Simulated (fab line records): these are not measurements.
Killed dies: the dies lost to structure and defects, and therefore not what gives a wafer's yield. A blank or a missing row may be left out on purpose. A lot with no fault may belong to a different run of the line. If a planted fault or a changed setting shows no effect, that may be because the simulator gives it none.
Shared-tool check + flow sky130 + Lots sampled 12, wafers sampled 42

## WHAT PROMPTED THE OPENING
Of 12 lots, 2 have the reading VT_ADJUST_PCH_TW flagged at SKY_VT_ADJUST_PCH_TW_MEAS_10. Wafers without a fault read 143.1, standard deviation 1.5.
Rule: flag the lot when none of its wafers has a number, or when each of its wafers that has one lies beyond 4 standard deviations from that mean. As for the other lots, they are considered sound.

| lot  | measured     | on            | VT_ADJUST_PCH_TW, wafer by wafer    | flag    |
|------|--------------|---------------|-------------------------------------|---------|
| L958 | day 10 03:36 | film metro-02 | 173.4 173.9 173.6 173.1 174.0 173.0 | FLAGGED |
| L960 | day 11 04:58 | film metro-02 | 173.3 172.8 173.1 173.3 173.5 172.5 | FLAGGED |
| L959 | day 11 06:36 | film metro-03 | 140.8 142.6 141.7                   |         |
| L962 | day 11 12:34 | film metro-04 | 143.9 144.2 143.6                   |         |
| L970 | day 14 00:59 | film metro-03 | 141.1 140.7 140.2                   |         |
| L971 | day 14 07:02 | film metro-03 | 140.2 140.6 141.3                   |         |
| L974 | day 16 04:38 | film metro-02 | 143.4 144.9 144.3                   |         |
| L975 | day 16 07:45 | film metro-02 | 144.7 143.6 144.6                   |         |
| L977 | day 16 12:32 | film metro-02 | 144.1 144.3 143.8                   |         |
| L976 | day 16 16:28 | film metro-02 | 144.1 143.9 144.1                   |         |
| L979 | day 17 12:29 | film metro-02 | 143.8 143.6 143.1                   |         |
| L981 | day 18 04:56 | film metro-02 | 143.7 143.2 144.0                   |         |
On average the flagged lots' numbers are 173.3, which is +30.2 against the usual, or +20 standard deviations.

## LOT BY LOT: THE TOOL USED
The record holds 2 process steps before the reading, out of a route of 708 steps. Cell contents, in order: the tool; ch with the chambers the sampled wafers went through; the start.
| lot  | flag    | SKY_VT_ADJUST_HVTR_STRIP_10          | SKY_VT_ADJUST_PCH_IMPLANT_08    |
|------|---------|--------------------------------------|---------------------------------|
| L958 | FLAGGED | plasma asher-03 ch 0,1, day 9 05:00  | implanter-04 ch 0, day 10 03:03 |
| L960 | FLAGGED | plasma asher-01 ch 0,1, day 10 07:57 | implanter-03 ch 0, day 11 04:23 |
| L959 |         | plasma asher-01 ch 0,1, day 10 08:41 | implanter-02 ch 0, day 11 06:23 |
| L962 |         | plasma asher-03 ch 0,1, day 10 14:44 | implanter-02 ch 0, day 11 12:19 |
| L970 |         | plasma asher-01 ch 0, day 12 22:15   | implanter-02 ch 0, day 14 00:44 |
| L971 |         | plasma asher-04 ch 0,1, day 13 04:41 | implanter-03 ch 0, day 14 06:47 |
| L974 |         | plasma asher-01 ch 0,1, day 15 01:03 | implanter-04 ch 0, day 16 04:23 |
| L975 |         | plasma asher-01 ch 0,1, day 15 04:14 | implanter-03 ch 0, day 16 07:33 |
| L977 |         | plasma asher-03 ch 0,1, day 15 08:48 | implanter-02 ch 0, day 16 12:17 |
| L976 |         | plasma asher-03 ch 0, day 15 13:14   | implanter-03 ch 0, day 16 16:13 |
| L979 |         | plasma asher-01 ch 0,1, day 16 07:00 | implanter-03 ch 0, day 17 12:14 |
| L981 |         | plasma asher-04 ch 0,1, day 16 22:51 | implanter-03 ch 0, day 18 04:42 |
What these steps do:
- SKY_VT_ADJUST_HVTR_STRIP_10: strips in O2/N2.
- SKY_VT_ADJUST_PCH_IMPLANT_08
- SKY_VT_ADJUST_PCH_TW_MEAS_10

## FLAGGED OVER TOTAL, TOOL BY TOOL (the gauges that took the reading come last)
| step                         | tool            | lots run | flagged | share of the flagged lots | sound lots run after its first flagged lot |
|------------------------------|-----------------|----------|---------|---------------------------|--------------------------------------------|
| SKY_VT_ADJUST_HVTR_STRIP_10  | plasma asher-01 | 6        | 1       | some                      | 5 (L959,L970,L974,L975,L979)               |
| SKY_VT_ADJUST_HVTR_STRIP_10  | plasma asher-03 | 4        | 1       | some                      | 3 (L962,L977,L976)                         |
| SKY_VT_ADJUST_HVTR_STRIP_10  | plasma asher-04 | 2        | 0       | none                      | -                                          |
| SKY_VT_ADJUST_PCH_IMPLANT_08 | implanter-02    | 4        | 0       | none                      | -                                          |
| SKY_VT_ADJUST_PCH_IMPLANT_08 | implanter-03    | 6        | 1       | some                      | 5 (L971,L975,L976,L979,L981)               |
| SKY_VT_ADJUST_PCH_IMPLANT_08 | implanter-04    | 2        | 1       | some                      | 1 (L974)                                   |
| SKY_VT_ADJUST_PCH_TW_MEAS_10 | film metro-02   | 8        | 2       | all                       | 6 (L974,L975,L977,L976,L979,L981)          |
| SKY_VT_ADJUST_PCH_TW_MEAS_10 | film metro-03   | 3        | 0       | none                      | -                                          |
| SKY_VT_ADJUST_PCH_TW_MEAS_10 | film metro-04   | 1        | 0       | none                      | -                                          |

## WHAT IS ALLOWED BY THE TABLE
In the table, 1 row covers all flagged lots: film metro-02 at SKY_VT_ADJUST_PCH_TW_MEAS_10.
- film metro-02 at SKY_VT_ADJUST_PCH_TW_MEAS_10: 2 of its 8 lots flagged. After the first flagged lot (L974, L975, L977, L976, L979, L981), sound lots still ran on it; a lasting fault on the whole tool would not permit that.
No row of the table ran every flagged lot and no sound lot after the first.

## WHAT THE SIMULATOR HAD INSERTED
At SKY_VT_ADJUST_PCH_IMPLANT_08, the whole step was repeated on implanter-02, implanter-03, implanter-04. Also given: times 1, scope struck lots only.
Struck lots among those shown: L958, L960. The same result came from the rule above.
